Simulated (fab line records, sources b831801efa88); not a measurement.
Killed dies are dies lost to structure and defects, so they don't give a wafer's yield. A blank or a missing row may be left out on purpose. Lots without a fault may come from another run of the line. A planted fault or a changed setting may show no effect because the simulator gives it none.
fab line records | flow gf180mcu
record lots=13 wafers=39 last_day=34
route steps=602 shown VT_IMPLANT@109 V1@351 TOP_METAL@582
lots that met no fault: from a run of the same line without faults
start_h: hours from the record's first day to the start of the lot's first wafer shown | wait_h: hours since the lot's step before | " the same as in the row above | L1.1+2: a row that stands for several wafers | - no value, or no start given | * or withheld: withheld | < > ~ a bound
route shown NAME@n: a module of which the file shows steps, and the number in the route of the first | usual: mean/standard deviation of fault-free wafers | same: alike in all rows | chamber/n: place in a boat | sites: the reading at each site | _std_site: their standard deviation | _edge_site: outer sites' mean less inner sites' | radius_mm: how far each site lies from the wafer's centre | mask NAME#n: copy n | behind: the tool/chamber that last shaped the wafer | hold: why the lot was held/for how many hours/how that ended | device: the transistor (n, p or np) that didn't switch | end of line: the same wafers' tests at the end of the route | a step without rows: its recipe alone | killed: dies lost to structure and defects at the first sort, not the wafer's yield | map: a wafer's dies, x killed, . not, _ none there
set.NAME: the setting as run; set.NAME@STEP: as run at that earlier step | model.NAME: the simulator's own value behind a step, which no gauge read
steps of the route over a sample of lots; a table a step, a row a wafer
services: from which hour (start_h, from the record's first day; less than 0 if before it) a tool's chamber was out of use, for how many hours, and why
## steps
# step GF_VT_IMPLANT_IMPLANT_19
# recipe species=As energy_kev=100 dose_cm2=4.35e+12 tilt_deg=7
# usual beam_energy_keV=100.01/0.032
# columns lot.wafer tool chamber start_h wait_h beam_energy_keV
L329.3 implanter-01 0 131.79 0.1 99.99
L329.4 " 0 " " 100.03
L329.6 " 0 " " 100.05
L331.1 implanter-01 0 146.93 0.0 100.05
L331.2 " 0 " " 100.03
L331.6 " 0 " " 100.02
L332.2 implanter-01 0 152.57 0.1 99.97
L332.3 " 0 " " 100.03
L332.6 " 0 " " 100.01
L333.3 implanter-01 0 162.16 0.6 99.95
L333.5 " 0 " " 100.04
L333.6 " 0 " " 100.01
L334.2 implanter-01 0 164.91 0.0 123.09
L334.4 " 0 " " 123.14
L334.6 " 0 " " 123.08
L335.1 implanter-01 0 172.94 0.0 123.18
L335.4 " 0 " " 123.12
L335.6 " 0 " " 123.10
L336.1 implanter-01 0 179.83 0.0 123.10
L336.4 " 0 " " 123.05
L336.5 " 0 " " 123.12
L345.1 implanter-03 0 232.69 0.0 100.00
L345.2 " 0 " " 100.03
L345.4 " 0 " " 99.99
L346.2 implanter-03 0 242.51 0.0 100.01
L346.5 " 0 " " 100.00
L346.6 " 0 " " 100.02
L347.3 implanter-02 0 249.78 0.1 100.08
L347.4 " 0 " " 100.05
L347.6 " 0 " " 100.05
L349.1 implanter-02 0 260.89 0.0 100.03
L349.2 " 0 " " 100.01
L349.6 " 0 " " 100.01
L350.1 implanter-03 0 265.24 0.0 100.00
L350.2 " 0 " " 100.00
L350.5 " 0 " " 100.01
L351.2 implanter-01 0 271.86 0.0 100.04
L351.3 " 0 " " 100.01
L351.4 " 0 " " 100.05
# step GF_VT_IMPLANT_TW_MEAS_21
# usual VT_IMPLANT_2_TW=1214/9.4
# columns lot.wafer tool chamber start_h wait_h VT_IMPLANT_2_TW
L329.3 film_metro-02 - 132.01 0.1 1215
L329.4 " - " " 1219
L329.6 " - " " 1219
L331.1 film_metro-01 - 147.18 0.1 1228
L331.2 " - " " 1227
L331.6 " - " " 1236
L332.2 film_metro-03 - 152.80 0.1 1203
L332.3 " - " " 1197
L332.6 " - " " 1200
L333.3 film_metro-03 - 162.48 0.1 1202
L333.5 " - " " 1201
L333.6 " - " " 1203
L334.2 film_metro-02 - 165.15 0.1 1290
L334.4 " - " " 1288
L334.6 " - " " 1291
L335.1 film_metro-03 - 173.19 0.1 1289
L335.4 " - " " 1286
L335.6 " - " " 1281
L336.1 film_metro-03 - 180.08 0.1 1282
L336.4 " - " " 1279
L336.5 " - " " 1284
L345.1 film_metro-02 - 232.94 0.1 1212
L345.2 " - " " 1211
L345.4 " - " " 1209
L346.2 film_metro-03 - 242.75 0.1 1209
L346.5 " - " " 1210
L346.6 " - " " 1208
L347.3 film_metro-02 - 250.00 0.1 1217
L347.4 " - " " 1221
L347.6 " - " " 1218
L349.1 film_metro-01 - 261.14 0.1 1228
L349.2 " - " " 1228
L349.6 " - " " 1223
L350.1 film_metro-03 - 265.49 0.1 1204
L350.2 " - " " 1200
L350.5 " - " " 1198
L351.2 film_metro-01 - 272.10 0.1 1224
L351.3 " - " " 1232
L351.4 " - " " 1228
# step GF_VT_IMPLANT_TW_MEAS_32
# usual VT_IMPLANT_3_TW=268.7/2.5
# columns lot.wafer tool chamber start_h wait_h VT_IMPLANT_3_TW
L329.3 film_metro-03 - 147.50 0.1 265.1
L329.4 " - " " 265.5
L329.6 " - " " 265.2
L331.1 film_metro-01 - 164.84 0.1 271.2
L331.2 " - " " 272.0
L331.6 " - " " 273.4
L332.2 film_metro-02 - 169.25 0.1 267.9
L332.3 " - " " 267.6
L332.6 " - " " 266.6
L333.3 film_metro-03 - 178.93 0.1 268.3
L333.5 " - " " 267.3
L333.6 " - " " 266.2
L334.2 film_metro-01 - 181.64 0.1 271.7
L334.4 " - " " 273.2
L334.6 " - " " 272.7
L335.1 film_metro-03 - 189.93 0.1 268.1
L335.4 " - " " 267.4
L335.6 " - " " 267.3
L336.1 film_metro-01 - 196.24 0.1 272.3
L336.4 " - " " 271.6
L336.5 " - " " 271.8
L345.1 film_metro-03 - 251.19 0.1 268.5
L345.2 " - " " 268.1
L345.4 " - " " 268.9
L346.2 film_metro-01 - 261.55 0.1 272.0
L346.5 " - " " 271.7
L346.6 " - " " 270.6
L347.3 film_metro-03 - 268.21 0.1 266.3
L347.4 " - " " 266.5
L347.6 " - " " 265.5
L349.1 film_metro-02 - 280.69 0.1 270.2
L349.2 " - " " 268.6
L349.6 " - " " 268.9
L350.1 film_metro-03 - 284.57 0.1 265.4
L350.2 " - " " 265.4
L350.5 " - " " 265.3
L351.2 film_metro-02 - 291.80 0.1 270.0
L351.3 " - " " 269.1
L351.4 " - " " 270.0
# step GF_V1_ETCH_16
# recipe chemistry=N2/H2 target_depth_a=withheld overetch_a=withheld time_s=withheld target=BARC ion_energy_ev=200 source_w=500 bias_w=100 pressure_mtorr=30 n2_flow_sccm=100 h2_flow_sccm=200
# usual chamber_pressure_mTorr=30.003/0.028 drypump_motor_current_A=5.6/0.3 oes_product_au=0.855/0.0048 throttle_valve_pct=13.224/0.0092
# columns lot.wafer tool chamber start_h wait_h chamber_pressure_mTorr drypump_motor_current_A oes_product_au throttle_valve_pct
L329.3 rie_diel-03 0 425.43 0.0 29.996 5.5 0.852 13.220
L329.4 " 2 " " 30.031 5.9 0.854 13.235
L329.6 " 0 " " 30.006 5.5 0.852 13.215
L331.1 rie_diel-03 0 445.28 0.0 30.016 5.5 0.854 13.229
L331.2 " 2 " " 30.003 5.9 0.847 13.221
L331.6 " 3 " " 30.012 5.9 0.859 13.222
L332.2 rie_diel-02 3 460.09 0.0 29.985 5.1 0.861 13.216
L332.3 " 1 " " 30.050 5.7 0.867 13.230
L332.6 " 2 " " 29.981 6.0 0.853 13.226
L333.3 rie_diel-04 3 465.80 0.0 30.000 5.7 0.852 13.225
L333.5 " 0 " " 29.993 5.7 0.858 13.227
L333.6 " 1 " " 29.991 5.4 0.852 13.227
L334.2 rie_diel-03 0 470.18 0.0 29.991 5.5 0.855 13.222
L334.4 " 0 " " 29.938 5.5 0.852 13.234
L334.6 " 3 " " 29.983 5.9 0.848 13.235
L335.1 rie_diel-02 1 478.04 0.0 30.013 5.7 0.848 13.236
L335.4 " 3 " " 30.006 5.1 0.846 13.227
L335.6 " 2 " " 29.982 5.9 0.855 13.221
L336.1 rie_diel-03 2 490.68 0.0 29.931 5.9 0.848 13.234
L336.4 " 3 " " 30.034 5.9 0.852 13.221
L336.5 " 0 " " 30.015 5.5 0.854 13.223
L345.1 rie_diel-03 1 560.38 0.0 29.977 5.7 0.852 13.222
L345.2 " 2 " " 29.995 5.9 0.856 13.227
L345.4 " 0 " " 30.004 5.5 0.853 13.233
L346.2 rie_diel-03 1 570.38 0.0 29.972 5.7 0.853 13.220
L346.5 " 1 " " 29.981 5.7 0.863 13.243
L346.6 " 2 " " 30.047 5.9 0.852 13.227
L347.3 rie_diel-03 1 580.58 0.0 30.045 5.7 0.861 13.215
L347.4 " 3 " " 30.026 5.8 0.856 13.240
L347.6 " 2 " " 30.005 5.9 0.855 13.221
L349.1 rie_diel-02 3 588.90 0.0 30.004 5.1 0.854 13.231
L349.2 " 1 " " 30.004 5.7 0.854 13.235
L349.6 " 2 " " 30.010 5.9 0.853 13.233
L350.1 rie_diel-03 2 600.07 0.0 29.995 5.9 0.855 13.216
L350.2 " 3 " " 30.025 5.8 0.855 13.209
L350.5 " 0 " " 29.995 5.5 0.857 13.225
L351.2 rie_diel-02 1 605.70 0.0 30.009 5.7 0.857 13.219
L351.3 " 3 " " 29.996 5.1 0.843 13.221
L351.4 " 0 " " 30.025 5.0 0.855 13.234
# step GF_TOP_METAL_OVL_MEAS_15
# usual TOP_METAL_OVL=-0.9/1.1
# columns lot.wafer tool chamber start_h wait_h TOP_METAL_OVL[nm]
L329.3 overlay-02 - 663.72 0.1 -1.0
L329.4 " - " " -2.6
L329.6 " - " " -2.3
L331.1 overlay-02 - 678.30 0.1 -0.7
L331.2 " - " " -0.3
L331.6 " - " " -0.8
L332.2 overlay-02 - 691.29 0.1 -2.3
L332.3 " - " " -2.6
L332.6 " - " " -2.4
L333.3 overlay-02 - 694.87 0.1 0.3
L333.5 " - " " -0.9
L333.6 " - " " -0.9
L334.2 overlay-02 - 697.58 0.1 0.8
L334.4 " - " " -1.3
L334.6 " - " " 0.4
L335.1 overlay-02 - 704.10 0.1 0.1
L335.4 " - " " -1.7
L335.6 " - " " -2.8
L336.1 overlay-02 - 713.07 0.1 -0.3
L336.4 " - " " -1.6
L336.5 " - " " -2.2
L345.1 overlay-02 - 768.45 0.1 0.3
L345.2 " - " " 0.3
L345.4 " - " " 0.0
L346.2 overlay-01 - 774.51 0.1 -0.5
L346.5 " - " " 0.0
L346.6 " - " " -0.3
L347.3 overlay-02 - 786.71 0.1 -0.7
L347.4 " - " " 0.3
L347.6 " - " " 0.9
L349.1 overlay-01 - 788.60 0.1 -0.8
L349.2 " - " " 1.3
L349.6 " - " " 0.0
L350.1 overlay-02 - 796.00 0.1 -1.1
L350.2 " - " " -0.8
L350.5 " - " " -2.9
L351.2 overlay-02 - 800.27 0.1 -1.3
L351.3 " - " " -1.4
L351.4 " - " " -1.3
## services
# columns tool chamber start_h hours kind
rie_diel-03 - 122.35 0.2 repair
rie_diel-03 3 133.31 5.4 repair
rie_diel-03 2 139.77 12.0 repair
rie_diel-03 3 147.22 4.9 repair
rie_diel-02 3 162.15 10.3 repair
rie_diel-02 0 196.73 3.2 repair
rie_diel-03 1 198.84 7.5 repair
rie_diel-03 - 233.33 1.1 repair
rie_diel-02 - 252.14 2.8 pm
rie_diel-03 3 284.79 5.4 repair
rie_diel-03 0 332.95 3.8 repair
implanter-01 - 367.31 1.5 repair
rie_diel-02 1 375.06 3.0 repair
implanter-01 - 417.13 4.8 pm
rie_diel-03 1 439.05 3.5 repair
implanter-01 - 456.62 0.5 repair
rie_diel-03 1 466.78 4.5 repair
rie_diel-03 2 472.76 8.9 repair
rie_diel-03 - 508.67 2.8 pm
implanter-01 - 510.47 2.8 pm
implanter-01 - 547.37 2.7 repair
implanter-01 - 552.95 1.7 repair
implanter-01 - 553.10 2.7 repair
rie_diel-03 - 590.12 0.9 repair
## key
first_sign step=GF_VT_IMPLANT_IMPLANT_19 reading=beam_energy_keV direction=up sigmas=99+ usual=100.01 struck=123.11
effect step=GF_VT_IMPLANT_TW_MEAS_21 reading=VT_IMPLANT_2_TW direction=up sigmas=7.5 usual=1214 struck=1285
met_at GF_VT_IMPLANT_IMPLANT_19
struck_lots L334,L335,L336
tester_left_out L334,L335,L336
not_acting_at GF_VT_IMPLANT_TW_MEAS_32,GF_V1_ETCH_16,GF_TOP_METAL_OVL_MEAS_15
onset_between 162.16 164.91
fault kind=process_parameter_drift tool=implanter-01 chamber=- onset_h=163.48 steps=GF_VT_IMPLANT_IMPLANT_19 channel=energy_kev offset=23.106 shape=step end_h=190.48 acts_in=these_recipes_only stated=100
# tester_left_out: of these lots the tester's yield and bins aren't shown, on N5 and GAA mostly nor the transistor test; their killed dies are dies lost to structure and defects alone, not to doping, threshold or leakage, so they don't give the yield
